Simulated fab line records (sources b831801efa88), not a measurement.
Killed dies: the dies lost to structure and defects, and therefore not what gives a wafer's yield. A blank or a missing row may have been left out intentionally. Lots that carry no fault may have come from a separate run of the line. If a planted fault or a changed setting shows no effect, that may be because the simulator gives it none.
What tool caused it? -- flow sky130 -- 12 lots, 36 wafers sampled, at 4 steps of a route of 708

## WHAT THE GAUGES READ, wafer by wafer
SKY_POLY_GATE_OVL_MEAS_14.
lot,measured,on,POLY_GATE_OVL (nm)
L111,day 16 20:35,overlay-01,-5 -4 -10
L112,day 17 09:41,overlay-02,-11 -2 1
L115,day 19 00:34,overlay-01,3 8 6
L116,day 19 06:08,overlay-01,3 7 -2
L119,day 19 20:35,overlay-02,1 0 10
L120,day 20 11:11,overlay-02,-4 -3 -10
L123,day 21 11:52,overlay-02,-3 -3 3
L127,day 22 22:35,overlay-02,4 -2 2
L128,day 23 11:07,overlay-01,8 -2 -8
L130,day 23 17:28,overlay-01,-11 -10 -7
L131,day 24 07:14,overlay-02,5 1 3
L133,day 24 17:17,overlay-02,-10 0 -2

## TOOL THAT RAN EACH LOT (tool first, then ch and the chambers of the sampled wafers, then the start)
lot,SKY_SONOS_ONO_STRIP_17,SKY_GATE_OXIDE_STRIP_13,SKY_POLY_GATE_SOFTBAKE_09
L111,"plasma-asher-01 ch 0,1, day 13 00:14","plasma-asher-02 ch 1, day 14 04:28","litho-track-02 ch 0, day 16 06:00"
L112,"plasma-asher-02 ch 0,1, day 13 05:25","plasma-asher-04 ch 0,1, day 14 09:48","litho-track-01 ch 0, day 16 19:00"
L115,"plasma-asher-01 ch 0,1, day 15 02:29","plasma-asher-02 ch 0,1, day 16 07:31","litho-track-02 ch 0, day 18 08:00"
L116,"plasma-asher-01 ch 0,1, day 15 06:40","plasma-asher-03 ch 0,1, day 16 12:05","litho-track-01 ch 0, day 18 13:00"
L119,"plasma-asher-04 ch 0,1, day 15 19:44","plasma-asher-03 ch 0,1, day 17 02:30","litho-track-01 ch 0, day 19 06:00"
L120,"plasma-asher-02 ch 0,1, day 16 05:31","plasma-asher-02 ch 0,1, day 17 11:21","litho-track-03 ch 0, day 19 19:00"
L123,"plasma-asher-04 ch 0,1, day 17 08:52","plasma-asher-03 ch 0,1, day 18 16:51","litho-track-02 ch 0, day 20 20:00"
L127,"plasma-asher-04 ch 0,1, day 18 18:38","plasma-asher-04 ch 0,1, day 20 03:16","litho-track-02 ch 0, day 22 06:00"
L128,"plasma-asher-01 ch 1, day 19 05:55","plasma-asher-03 ch 0,1, day 20 16:28","litho-track-03 ch 0, day 22 20:00"
L130,"plasma-asher-01 ch 0,1, day 19 10:58","plasma-asher-03 ch 0,1, day 20 23:55","litho-track-03 ch 0, day 23 02:00"
L131,"plasma-asher-04 ch 0,1, day 20 00:41","plasma-asher-03 ch 0,1, day 21 12:45","litho-track-01 ch 0, day 23 16:00"
L133,"plasma-asher-01 ch 0,1, day 20 15:17","plasma-asher-02 ch 0,1, day 21 23:54","litho-track-01 ch 0, day 24 02:00"
- SKY_SONOS_ONO_STRIP_17: strips in O2/N2.
- SKY_GATE_OXIDE_STRIP_13: strips in O2/N2.
- SKY_POLY_GATE_SOFTBAKE_09: time 90 s.

## AS READ BY THE TOOLS THEMSELVES (means over the sampled wafers that have a number; for cases with no such wafer, the mark the record gives instead)
SKY_SONOS_ONO_STRIP_17.
lot,tool,chamber-pressure-mTorr (mTorr),drypump-motor-current-A (A),oes-product-au (a.u.),strip-time-to-endpoint-s (s)
L111,plasma-asher-01,1501.1,5.1,0.710,14.07
L112,plasma-asher-02,1499.9,5.8,0.708,14.13
L115,plasma-asher-01,1500.2,5.1,0.707,14.09
L116,plasma-asher-01,1500.0,5.3,0.711,14.07
L119,plasma-asher-04,1500.5,5.7,0.711,14.08
L120,plasma-asher-02,1498.2,5.8,0.710,14.16
L123,plasma-asher-04,1500.0,5.9,0.709,14.07
L127,plasma-asher-04,1500.2,5.7,0.711,14.10
L128,plasma-asher-01,1499.7,5.4,0.712,14.09
L130,plasma-asher-01,1501.6,5.2,0.705,14.10
L131,plasma-asher-04,1500.0,5.7,0.707,14.15
L133,plasma-asher-01,1500.4,5.1,0.705,14.17

SKY_GATE_OXIDE_STRIP_13.
lot,tool,chamber-pressure-mTorr (mTorr),drypump-motor-current-A (A),oes-product-au (a.u.),strip-time-to-endpoint-s (s)
L111,plasma-asher-02,1500,5.77,0.715,14.20
L112,plasma-asher-04,1500,5.72,0.711,14.15
L115,plasma-asher-02,1501,5.83,0.714,14.20
L116,plasma-asher-03,1501,6.23,0.719,14.20
L119,plasma-asher-03,1499,6.19,0.715,14.18
L120,plasma-asher-02,1500,5.81,0.716,14.17
L123,plasma-asher-03,1500,6.22,0.717,14.14
L127,plasma-asher-04,1500,5.87,0.718,14.20
L128,plasma-asher-03,1500,6.24,0.713,14.21
L130,plasma-asher-03,1501,6.23,0.715,14.17
L131,plasma-asher-03,1499,6.19,0.717,14.11
L133,plasma-asher-02,1501,5.77,0.713,14.20

SKY_POLY_GATE_SOFTBAKE_09.
lot,tool,resist-line-temp-C (C),run-length-s (s)
L111,litho-track-02,22.85,119.07
L112,litho-track-01,23.04,118.78
L115,litho-track-02,23.03,119.19
L116,litho-track-01,22.96,118.78
L119,litho-track-01,22.98,118.77
L120,litho-track-03,23.15,119.24
L123,litho-track-02,23.09,120.28
L127,litho-track-02,22.98,120.37
L128,litho-track-03,23.01,119.09
L130,litho-track-03,22.96,119.22
L131,litho-track-01,23.03,118.72
L133,litho-track-01,23.01,118.82

## THE ANSWER, worked out from the rows above alone
Rule: the lots themselves supply what counts as usual. The widest of any qualifying gaps counts: lots, ordered by their means at a reading, are off when they make up no more than a third of the lots, leave a main group of 4 or more, and stand apart from it by 3 or more times the standard deviation of that group's means. A main group is skipped when, at the precision printed for the reading in the tables above, its means are all equal. Also off: a lot with no number at a reading for which 4 or more lots have one. Where the step has rows for the other lots, those lots are counted as sound. Order of review: gauges by route order, followed by the tools' own readings, for which a lot's mean as printed above is used. At the first step where some lot is off, the reading lying furthest off is the one used; lots without a number count as furthest.
Off: L123, L127, at SKY_POLY_GATE_SOFTBAKE_09 (run-length-s). For the main group the mean is 118.97 s and the standard deviation 0.2.
If a tool, at that step or one of the process steps before it, ran each lot that is off and ran no sound lot following the first of them, it fits. One fits: SKY_POLY_GATE_SOFTBAKE_09 on litho-track-02. Its last sound lot is L115 (day 18 08:00), its first lot that is off L123 (day 20 20:00): a fault that began between those two fits.
The tool's own readings at SKY_POLY_GATE_SOFTBAKE_09 bear it out: on the lots that are off they differ by more than 5 times the standard deviation of the sound lots' means. run-length-s reads 120.33 s there against 118.97 s on the sound lots.

## WHAT WAS PUT IN BY THE SIMULATOR
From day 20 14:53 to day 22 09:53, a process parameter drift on litho-track-02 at SKY_POLY_GATE_SOFTBAKE_09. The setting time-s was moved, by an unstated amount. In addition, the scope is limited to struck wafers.
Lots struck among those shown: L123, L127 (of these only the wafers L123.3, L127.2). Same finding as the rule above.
